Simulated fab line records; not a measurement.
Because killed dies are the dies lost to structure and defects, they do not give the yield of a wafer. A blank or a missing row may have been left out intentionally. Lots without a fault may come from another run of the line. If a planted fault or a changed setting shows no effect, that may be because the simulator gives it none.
What tool caused it?    flow gf180mcu    13 lots, 39 wafers sampled, at 4 steps of a route of 602

WHAT THE GAUGES READ, wafer by wafer
GF_DNWELL_TW_MEAS_09.
lot   measured     on            DNWELL_TW
L999  day 2 17:49  filmMetro-03  1331 1332 1331
L100  day 3 05:10  filmMetro-03  1333 1330 1332
L101  day 3 06:43  filmMetro-02  1366 1364 1366
L102  day 3 10:01  filmMetro-03  1334 1335 1336
L103  day 3 18:01  filmMetro-04  1315 1329 1329
L105  day 4 03:13  filmMetro-04  1347 1361 1354
L110  day 5 05:44  filmMetro-02  1357 1355 1358
L115  day 6 07:34  filmMetro-03  1338 1337 1338
L116  day 6 12:16  filmMetro-03  1318 1324 1318
L117  day 6 17:43  filmMetro-02  1361 1351 1356
L120  day 7 09:27  filmMetro-04  1351 1351 1342
L121  day 7 15:13  filmMetro-03  1325 1330 1325
L122  day 7 19:28  filmMetro-03  1322 1324 1315

GF_VT_IMPLANT_TW_MEAS_10.
lot   measured      on            VT_IMPLANT_TW
L999  day 5 12:53   filmMetro-01  563 561 563
L100  day 6 01:14   filmMetro-04  556 554 558
L101  day 6 03:49   filmMetro-01  562 564 558
L102  day 6 07:42   filmMetro-04  557 560 558
L103  day 6 18:23   filmMetro-04  560 559 556
L105  day 7 04:17   filmMetro-04  567 561 564
L110  day 8 11:22   filmMetro-04  559 560 561
L115  day 9 16:02   filmMetro-03  556 556 558
L116  day 9 22:19   filmMetro-03  560 558 561
L117  day 10 06:11  filmMetro-03  555 556 556
L120  day 10 23:53  filmMetro-01  559 558 563
L121  day 11 06:50  filmMetro-01  563 562 562
L122  day 11 12:17  filmMetro-03  557 557 557

EACH LOT AND THE TOOL THAT RAN IT (in order: tool; ch and the chambers of the sampled wafers; start)
lot   GF_STI_DEHYDRATE_05              GF_STI_ETCH_14
L999  lithoTrack-03 ch 0, day 1 18:37  rieSi-02 ch 0,1,2, day 2 00:17
L100  lithoTrack-01 ch 0, day 2 03:43  rieSi-02 ch 0,2,3, day 2 10:10
L101  lithoTrack-03 ch 0, day 2 05:16  rieSi-01 ch 1,3, day 2 12:10
L102  lithoTrack-01 ch 0, day 2 10:01  rieSi-02 ch 0,2,3, day 2 16:49
L103  lithoTrack-02 ch 0, day 2 16:56  rieSi-02 ch 0,1,3, day 2 23:26
L105  lithoTrack-03 ch 0, day 3 01:02  rieSi-02 ch 0,1,3, day 3 07:44
L110  lithoTrack-03 ch 0, day 4 03:23  rieSi-01 ch 1,3, day 4 10:25
L115  lithoTrack-03 ch 0, day 5 04:32  rieSi-02 ch 0,2,3, day 5 12:13
L116  lithoTrack-02 ch 0, day 5 08:59  rieSi-02 ch 1,2, day 5 16:49
L117  lithoTrack-02 ch 0, day 5 14:26  rieSi-02 ch 0,1,2, day 5 21:59
L120  lithoTrack-01 ch 0, day 6 05:26  rieSi-01 ch 1,2, day 6 13:37
L121  lithoTrack-02 ch 0, day 6 11:23  rieSi-01 ch 0,2, day 6 19:22
L122  lithoTrack-02 ch 0, day 6 15:37  rieSi-02 ch 0,1,2, day 6 23:34
- GF_STI_DEHYDRATE_05: time 60 s.
- GF_STI_ETCH_14: etches Si in HBr/Cl2/O2, target depth 360 nm, time 102.9 s.

WHAT THE TOOLS THEMSELVES READ (means of the sampled wafers that have a number; where no wafer has one, the mark that the record gives instead)
GF_STI_DEHYDRATE_05.
lot   tool           chillPlateTempC (C)  plateTempC (C)  runLengthS (s)
L999  lithoTrack-03  23.02                200.14          88.99
L100  lithoTrack-01  23.02                199.95          89.39
L101  lithoTrack-03  22.94                199.90          88.95
L102  lithoTrack-01  23.12                199.91          89.20
L103  lithoTrack-02  23.05                199.99          88.83
L105  lithoTrack-03  22.93                200.01          89.02
L110  lithoTrack-03  23.08                200.20          90.97
L115  lithoTrack-03  22.98                200.05          91.12
L116  lithoTrack-02  22.96                200.02          88.92
L117  lithoTrack-02  22.98                200.09          88.83
L120  lithoTrack-01  23.04                200.01          89.26
L121  lithoTrack-02  22.72                200.16          88.88
L122  lithoTrack-02  22.99                200.18          88.98

GF_STI_ETCH_14.
lot   tool      chamberPressureMTorr (mTorr)  drypumpMotorCurrentA (A)  oesProductAu (a.u.)  throttleValvePct (%)
L999  rieSi-02  15.002                        5.8                       1.012                25.638
L100  rieSi-02  14.993                        6.0                       1.011                25.649
L101  rieSi-01  15.009                        5.7                       0.995                25.663
L102  rieSi-02  15.004                        6.0                       1.013                25.650
L103  rieSi-02  14.996                        5.7                       1.010                25.657
L105  rieSi-02  15.002                        5.7                       1.011                25.651
L110  rieSi-01  14.993                        5.8                       1.011                25.640
L115  rieSi-02  15.003                        6.0                       1.008                25.642
L116  rieSi-02  15.002                        5.8                       1.021                25.642
L117  rieSi-02  14.979                        5.8                       1.011                25.644
L120  rieSi-01  15.004                        5.6                       1.005                25.657
L121  rieSi-01  15.009                        5.6                       1.000                25.658
L122  rieSi-02  14.997                        5.8                       1.007                25.656

THE ANSWER, worked out from the rows above alone
Rule: what is usual is taken from the lots themselves. The widest of any qualifying gaps counts: lots, ordered by their means at a reading, are off when they make up no more than a third of the lots, leave a main group of 4 or more, and stand apart from it by 3 or more times the standard deviation of that group's means. The tables above print the reading to a certain number of digits; a main group whose means all agree to those digits is not used. Also off: a lot with no number at a reading for which 4 or more lots have one. The other lots that the step has rows for count as sound. Order of review: gauges by route order, followed by the tools' own readings, for which a lot's mean as printed above is used. The first step at which some lot is off is used, and at that step the reading that is off furthest; a lot without a number counts as furthest.
Off, at GF_STI_DEHYDRATE_05 on runLengthS: L110, L115. The main group: mean 89.02 s, standard deviation 0.17.
A tool fits if, at that step or a process step before it, it ran every lot that is off, and no sound lot after the first of them. One fits: GF_STI_DEHYDRATE_05 on lithoTrack-03. A fault onset in the window from L105 (day 3 01:02, its last sound lot) to L110 (day 4 03:23, its first lot off) fits.
The tool's own readings at GF_STI_DEHYDRATE_05 bear it out: on the lots that are off they differ by more than 5 times the standard deviation of the sound lots' means. runLengthS reads 91.05 s there against 89.02 s on the sound lots.

WHAT HAD BEEN PUT IN BY THE SIMULATOR
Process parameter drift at GF_STI_DEHYDRATE_05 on lithoTrack-03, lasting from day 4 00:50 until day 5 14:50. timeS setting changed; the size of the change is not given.
Lots struck among those shown: L110, L115. The rule above reached the same finding.
